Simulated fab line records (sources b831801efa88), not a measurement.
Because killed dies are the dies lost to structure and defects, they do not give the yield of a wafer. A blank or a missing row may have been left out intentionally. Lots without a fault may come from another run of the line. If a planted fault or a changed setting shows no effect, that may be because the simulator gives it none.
One fault through the eyes of 2 desks || flow sky130 || only its own numbers are on each desk; what lay behind them is given at the end

== AT THE TOOL OWNER'S DESK: implanter-01 ==
For each lot that ran on this tool, the mean over its sampled wafers that have a number, from the tool's own readings at SKY_NWELL_IMPLANT_24. Marked OUT: a lot whose mean sits more than 4 standard deviations from the usual mean, which makes it out of limits; the brackets give that distance.
Columns: A = dose_ions_cm2 at SKY_NWELL_IMPLANT_24, usual 9.202e+12; B = faraday_current_uA at SKY_NWELL_IMPLANT_24, usual 51.8
{"lot": "L258", "first seen here": "day 7 15:32", "A": 9.224e+12, "B": 51.3}
{"lot": "L260", "first seen here": "day 7 18:35", "A": 9.194e+12, "B": 51.0}
{"lot": "L261", "first seen here": "day 8 09:45", "A": 9.199e+12, "B": 51.8}
{"lot": "L264", "first seen here": "day 8 22:48", "A": "1.032e+13 (+99 or more) OUT", "B": "56.9 (+4.7) OUT"}
{"lot": "L271", "first seen here": "day 10 14:22", "A": "1.033e+13 (+99 or more) OUT", "B": "58.2 (+5.8) OUT"}
This desk finds L264, L271 out of limits, L264 being first, at day 8 22:48 (dose_ions_cm2 at SKY_NWELL_IMPLANT_24). Within limits: L258, L260, L261.

== FROM THE METROLOGY DESK ==
Means of the sampled wafers that have a number, per lot and without regard to the tool the lot ran on: this is what the gauges read. Marked OUT: a lot whose mean sits more than 4 standard deviations from the usual mean, which makes it out of limits; the brackets give that distance.
Columns: A = FIELD_ISO_OXIDATION_01_THK at SKY_FIELD_ISO_THK_MEAS_23, usual 10.03 nm; B = NWELL_2_TW at SKY_NWELL_TW_MEAS_26, usual 502; C = cd_nm at SKY_VT_ADJUST_HVTP_CD_MEAS_07, usual 380.0 nm; D = VT_ADJUST_LVTN_TW at SKY_VT_ADJUST_LVTN_TW_MEAS_10, usual 243.0
{"lot": "L251", "first seen here": "day 2 13:58", "A": 10.24, "B": 498, "C": 376.8, "D": 247.9}
{"lot": "L254", "first seen here": "day 3 06:16", "A": 9.55, "B": 512, "C": 380.7, "D": 247.7}
{"lot": "L255", "first seen here": "day 3 11:35", "A": 9.95, "B": 513, "C": 380.9, "D": 247.8}
{"lot": "L257", "first seen here": "day 4 04:40", "A": 9.58, "B": 507, "C": 377.7, "D": 241.3}
{"lot": "L258", "first seen here": "day 4 04:41", "A": 9.86, "B": 509, "C": 381.1, "D": 241.7}
{"lot": "L259", "first seen here": "day 4 07:23", "A": 9.90, "B": 507, "C": 378.2, "D": 241.5}
{"lot": "L260", "first seen here": "day 4 14:14", "A": 10.07, "B": 506, "C": 378.9, "D": 247.1}
{"lot": "L261", "first seen here": "day 5 00:28", "A": 9.92, "B": 502, "C": 382.0, "D": 240.1}
{"lot": "L264", "first seen here": "day 5 09:52", "A": 10.25, "B": 517, "C": 384.7, "D": 241.7}
{"lot": "L268", "first seen here": "day 6 04:15", "A": 10.13, "B": 498, "C": 377.4, "D": 241.4}
{"lot": "L271", "first seen here": "day 6 22:40", "A": 10.31, "B": 520, "C": 382.5, "D": 240.6}
{"lot": "L272", "first seen here": "day 7 01:21", "A": 10.08, "B": 503, "C": 377.3, "D": 241.2}
{"lot": "L273", "first seen here": "day 7 09:37", "A": 10.05, "B": 508, "C": 376.9, "D": 242.9}
This desk's finding: nothing out of limits on any of the 13 lots.

== PUT TOGETHER ==
An alarm could have come from the tool owner's desk at day 8 22:48, on L264, L271.
Nothing out of limits was seen by the metrology desk.
The metrology desk holds a record of L264, L271, inside its limits.
The lots listed all ran SKY_NWELL_IMPLANT_24 on implanter-01.

== WHAT WAS PUT IN BY THE SIMULATOR ==
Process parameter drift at SKY_NWELL_IMPLANT_24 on implanter-01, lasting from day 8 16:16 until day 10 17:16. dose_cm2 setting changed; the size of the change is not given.
Lots struck among those shown: L264, L271.
Time in hours from fault onset to the first out-of-limits reading at each desk: the tool owner's desk, 7.
